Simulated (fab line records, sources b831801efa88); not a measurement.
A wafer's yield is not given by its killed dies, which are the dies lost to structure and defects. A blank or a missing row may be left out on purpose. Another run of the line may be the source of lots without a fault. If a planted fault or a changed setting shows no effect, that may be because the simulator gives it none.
Which tool is to blame? | flow gf180mcu | 6 lots with 18 wafers sampled at 2 steps, on a route of 602 steps

## WHAT EACH GAUGE READ, for each wafer
GF_CONTACT_OVL_MEAS_15.
lot  | measured     | on         | CONTACT_OVL (nm)
L263 | day 16 15:33 | overlay-01 | -6 -3 -5
L268 | day 18 18:39 | overlay-02 | -6 -1 -2
L272 | day 20 13:38 | overlay-02 | 0 6 3
L279 | day 22 16:34 | overlay-02 | -4 -1 -4
L282 | day 23 15:26 | overlay-01 | 3 -6 1
L284 | day 24 07:41 | overlay-01 | -3 1 4

## EACH LOT AND THE TOOL THAT RAN IT (in order: tool; ch and the chambers of the sampled wafers; start)
lot  | GF_CONTACT_CMP_04
L263 | cmp-02 ch 0,1,3, day 15 16:47
L268 | cmp-01 ch 1,2,3, day 17 18:22
L272 | cmp-01 ch 0,1,3, day 19 13:09
L279 | cmp-02 ch 1,2,3, day 21 16:26
L282 | cmp-01 ch 0,2,3, day 22 16:02
L284 | cmp-02 ch 0,2,3, day 23 08:59
- GF_CONTACT_CMP_04: polishes SiO2.

## THE ANSWER, worked out from the rows above alone
Rule: the lots themselves supply what counts as usual. Put in order of their means at a reading, lots are off if they are a third of the lots or fewer, leave a main group of 4 or more, and stand apart from it by a gap of 3 or more times the standard deviation of the main group's means; of several such gaps the widest counts. If all means in a main group match to the digits the tables above print for the reading, that group is not used. Also off: a lot with no number at a reading for which 4 or more lots have one. The other lots that the step has rows for count as sound.
Nothing can be told from this: no lot is off at any reading shown.

## WHAT WAS PUT IN BY THE SIMULATOR
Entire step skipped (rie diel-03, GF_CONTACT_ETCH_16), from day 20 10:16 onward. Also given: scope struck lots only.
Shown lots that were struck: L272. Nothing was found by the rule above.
